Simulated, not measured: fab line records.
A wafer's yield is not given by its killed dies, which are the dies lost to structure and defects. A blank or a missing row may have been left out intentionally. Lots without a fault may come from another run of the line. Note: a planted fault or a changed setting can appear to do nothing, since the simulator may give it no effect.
Which tool was responsible?    flow sky130    12 lots with 36 wafers sampled at 3 steps, on a route of 708 steps

== WHAT THE GAUGES READ, wafer by wafer ==
SKY_SD_N_RS_MEAS_18: the measuring method here is four-point-probe. Usual: RES_XHIGH_RS 333.1 ohm/sq, standard deviation 1.3.
lot   measured      on             RES_XHIGH_RS (ohm/sq)  flag
L363  day 28 14:36  film-metro-04  333.7 333.1 333.4      
L364  day 28 19:14  film-metro-02  331.8 332.6 332.3      
L365  day 29 14:13  film-metro-01  333.3 332.2 331.3      
L366  day 29 15:47  film-metro-04  333.1 333.7 333.6      
L368  day 30 07:14  film-metro-02  334.4 334.6 334.9      
L376  day 32 19:35  film-metro-01  334.1 333.9 334.0      
L377  day 33 07:04  film-metro-01  334.8 333.9 334.4      
L378  day 33 18:36  film-metro-02  332.4 332.9 332.4      
L379  day 34 14:16  film-metro-04  332.2 330.4 332.8      
L381  day 34 18:43  film-metro-02  336.2 336.2 335.1      
L383  day 34 21:53  film-metro-04  334.2 333.8 334.1      
L384  day 35 09:52  film-metro-01  333.6 332.6 332.5      

SKY_LI_CONTACT_BOW_MEAS_03. Usual: LI_CONTACT_BOW 55 um, standard deviation 6.6.
lot   measured      on             LI_CONTACT_BOW (um)  flag
L363  day 28 15:12  film-metro-04  55 61 52             
L364  day 28 19:50  film-metro-01  51 53 63             
L365  day 29 14:49  film-metro-01  46 52 59             
L366  day 29 16:23  film-metro-01  39 58 61             
L368  day 30 07:50  film-metro-02  52 58 52             
L376  day 32 20:11  film-metro-01  58 54 46             
L377  day 33 07:40  film-metro-01  49 67 58             
L378  day 33 19:13  film-metro-04  48 53 53             
L379  day 34 14:52  film-metro-01  42 59 58             
L381  day 34 19:19  film-metro-01  45 51 60             
L383  day 34 22:37  film-metro-04  47 53 57             
L384  day 35 10:29  film-metro-02  64 55 59             

== WHICH TOOL RAN EACH LOT (tool, then ch and the chambers of the sampled wafers, then the start) ==
lot   SKY_LI_CONTACT_CMP_02
L363  cmp-01 ch 1,3, day 28 14:55
L364  cmp-01 ch 0,1,2, day 28 19:38
L365  cmp-02 ch 1,3, day 29 14:34
L366  cmp-02 ch 0,1,3, day 29 16:05
L368  cmp-02 ch 0,2,3, day 30 07:32
L376  cmp-02 ch 0,1, day 32 19:53
L377  cmp-01 ch 1,2,3, day 33 07:25
L378  cmp-01 ch 2,3, day 33 18:52
L379  cmp-02 ch 1,2,3, day 34 14:38
L381  cmp-01 ch 0,1,3, day 34 19:02
L383  cmp-01 ch 1,2, day 34 22:19
L384  cmp-01 ch 1,2, day 35 10:14
- SKY_LI_CONTACT_CMP_02: polishes PSG.

== WHAT THE TOOLS THEMSELVES READ (means of the sampled wafers that have a number; where no wafer has one, the mark that the record gives instead) ==
SKY_LI_CONTACT_CMP_02. Usual: motor-current-A 12.8 A, standard deviation 0.95; time-to-endpoint-s 33.0 s, standard deviation 2.8.
lot   tool    motor-current-A (A)  time-to-endpoint-s (s)  flag
L363  cmp-01  12.5                 30.8                    
L364  cmp-01  13.6                 31.4                    
L365  cmp-02  12.0                 34.4                    
L366  cmp-02  12.6                 33.8                    
L368  cmp-02  12.7                 34.0                    
L376  cmp-02  11.8                 32.0                    
L377  cmp-01  12.8                 34.6                    
L378  cmp-01  12.0                 30.8                    
L379  cmp-02  12.7                 30.1                    
L381  cmp-01  13.4                 35.5                    
L383  cmp-01  12.4                 36.8                    
L384  cmp-01  12.9                 36.6                    

== THE ANSWER, worked out from the rows above alone ==
Rule: take the mean of a lot's wafers that have a number; if it is more than 3 standard deviations from the usual mean, the lot is off. Also off: a lot with no number at a reading for which 4 or more lots have one. Any other lot the step has rows for is counted as sound. Order of review: gauges by route order, followed by the tools' own readings, for which a lot's mean as printed above is used. The first step at which some lot is off is used, and at that step the reading that is off furthest; a lot without a number counts as furthest.
None of the lots is off at any reading shown; this tells nothing.

== WHAT THE SIMULATOR PUT IN ==
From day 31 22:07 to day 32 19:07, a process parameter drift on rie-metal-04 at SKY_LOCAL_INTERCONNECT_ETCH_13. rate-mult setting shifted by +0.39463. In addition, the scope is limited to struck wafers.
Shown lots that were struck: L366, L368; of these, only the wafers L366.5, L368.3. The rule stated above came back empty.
